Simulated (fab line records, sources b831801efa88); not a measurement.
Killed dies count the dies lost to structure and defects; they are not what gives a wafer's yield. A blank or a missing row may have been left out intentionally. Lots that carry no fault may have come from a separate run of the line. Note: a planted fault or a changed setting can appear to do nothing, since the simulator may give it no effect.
A lot that was struck, set against a sound lot | flow sky130 | 23 out of 708 route steps
Sound: the wafers L936.4, L936.5, L936.6. The struck wafers were L948.1, L948.5, L948.6. At the end, the cause is stated.
At each step with rows: each side's tool, then ch and its chambers, then its first start. Under that, the readings that differ: sound wafers | struck wafers | difference of the means | sigmas: that difference in standard deviations of wafers without a fault.
alike: words and numbers the same on both sides, and readings whose means are apart by under 2 such deviations; not compared: readings that were withheld, readings missing a value for some wafer, numbers with overlapping values and no deviation given by the record, and bounds like >300 which may hide the same value.
The two part at a step that has a row with sigmas, a row that says differs or no value, or rows on one side only. When numbers do not overlap yet have no deviation, they are printed without sigmas and do not part them. A reading that every wafer of one side lacks parts them only if that side has two wafers or more.

first, 6 steps without rows for these wafers: SKY_VT_ADJUST_LVTN_HMDS_12 (prime time 60 s); SKY_VT_ADJUST_LVTN_COAT_13 (resist thk 1140 nm); SKY_VT_ADJUST_LVTN_SOFTBAKE_14 (time 60 s); SKY_VT_ADJUST_LVTN_EXPOSE_15 (exposes mask HVN STD DERIVED, target cd 600 nm); SKY_VT_ADJUST_LVTN_PEB_16; SKY_VT_ADJUST_LVTN_DEVELOP_17 (develop time 60 s).
SKY_VT_ADJUST_LVTN_OVL_MEAS_18:
  sound: overlay-01 at day 8 23:58; struck: overlay-02 at day 12 13:23
  alike: VT_ADJUST_LVTN_01_OVL
after that, 1 step had no rows for these wafers: SKY_VT_ADJUST_LVTN_IMPLANT_19.
SKY_VT_ADJUST_LVTN_STRIP_20: strips in O2/N2.
  sound on plasma asher-01 ch 0,1, day 9 00:10; struck on plasma asher-02 ch 0,1, day 12 13:34
  alike: drypump motor current A, oes product au, strip time to endpoint s
  not compared: rf hours counter h
SKY_VT_ADJUST_LVTN_TW_MEAS_21:
  sound: film metro-03 at day 9 00:15; struck: film metro-01 at day 12 13:40
  alike: VT_ADJUST_LVTN_2_TW
then, 2 steps without rows for these wafers: SKY_VT_ADJUST_NCORE_DEHYDRATE_00 (time 60 s); SKY_VT_ADJUST_NCORE_HMDS_01 (prime time 60 s).
SKY_VT_ADJUST_NCORE_COAT_02: resist thk 1140 nm.
  sound on litho track-03 ch 0, day 9 10:47; struck on litho track-03 ch 0, day 13 01:54
  reading                                              | sound          | struck         | difference | sigmas
  model.NOVOLAK_of_VT_ADJUST_NCORE_COAT_02.thk nm (nm) | 1139 1139 1141 | 1112 1110 1110 | -29        |
  alike: chill plate temp C
then, 3 steps without rows for these wafers: SKY_VT_ADJUST_NCORE_SOFTBAKE_03 (time 60 s); SKY_VT_ADJUST_NCORE_EXPOSE_04 (exposes mask LVTN COMPLEMENT THIN, target cd 380 nm); SKY_VT_ADJUST_NCORE_PEB_05.
SKY_VT_ADJUST_NCORE_DEVELOP_06: develop time 60 s.
  sound on litho track-03 ch 0, day 9 21:38; struck on litho track-03 ch 0, day 13 14:45
  reading                                              | sound          | struck         | difference | sigmas
  model.NOVOLAK_of_VT_ADJUST_NCORE_COAT_02.thk nm (nm) | 1139 1138 1140 | 1112 1109 1110 | -29        |
  alike: chill plate temp C
SKY_VT_ADJUST_NCORE_CD_MEAS_07: the cd target is 380 nm.
  sound: cd sem-01 at day 9 21:46; struck: cd sem-01 at day 13 14:54
  alike: cd nm
SKY_VT_ADJUST_NCORE_OVL_MEAS_08:
  sound: overlay-02 at day 9 21:50; struck: overlay-02 at day 13 15:01
  reading                  | sound       | struck        | difference | sigmas
  VT_ADJUST_NCORE_OVL (nm) | 1.1 2.4 1.5 | -1.2 0.2 -1.5 | -2.5       | -2
after that, 1 step had no rows for these wafers: SKY_VT_ADJUST_NCORE_IMPLANT_09.
SKY_VT_ADJUST_NCORE_STRIP_10: strips in O2/N2.
  sound on plasma asher-01 ch 0,1, day 9 22:02; struck on plasma asher-03 ch 0,1, day 13 15:13
  reading                      | sound             | struck            | difference | sigmas
  drypump motor current A (A)  | 5.4 5.3 5.4       | 6.7 5.7 6.7       | +1.0       | +2
  strip time to endpoint s (s) | 14.17 14.17 14.18 | 13.84 13.82 13.82 | -0.35      | -8
  alike: oes product au
  not compared: rf hours counter h
SKY_VT_ADJUST_NCORE_TW_MEAS_11:
  sound: film metro-04 at day 9 22:08; struck: film metro-02 at day 13 15:19
  reading            | sound             | struck            | difference | sigmas
  VT_ADJUST_NCORE_TW | 224.2 224.1 224.1 | 219.1 218.9 217.7 | -5.6       | -2
-- a jump in the record: the struck wafers' starts before and after are 36 days apart (it breaks off in module VT_ADJUST_NCORE and resumes in module PAD_OPEN, where the first step shown is number 708 of the route) --
SKY_PAD_OPEN_PROBE_99:
  record: rows for the struck wafers here (prober-02, day 49 21:34), none for the sound ones

== WHERE THEY PART ==
First at SKY_VT_ADJUST_NCORE_OVL_MEAS_08; last, within this record, at SKY_PAD_OPEN_PROBE_99.

WHY: the cause the simulator had injected
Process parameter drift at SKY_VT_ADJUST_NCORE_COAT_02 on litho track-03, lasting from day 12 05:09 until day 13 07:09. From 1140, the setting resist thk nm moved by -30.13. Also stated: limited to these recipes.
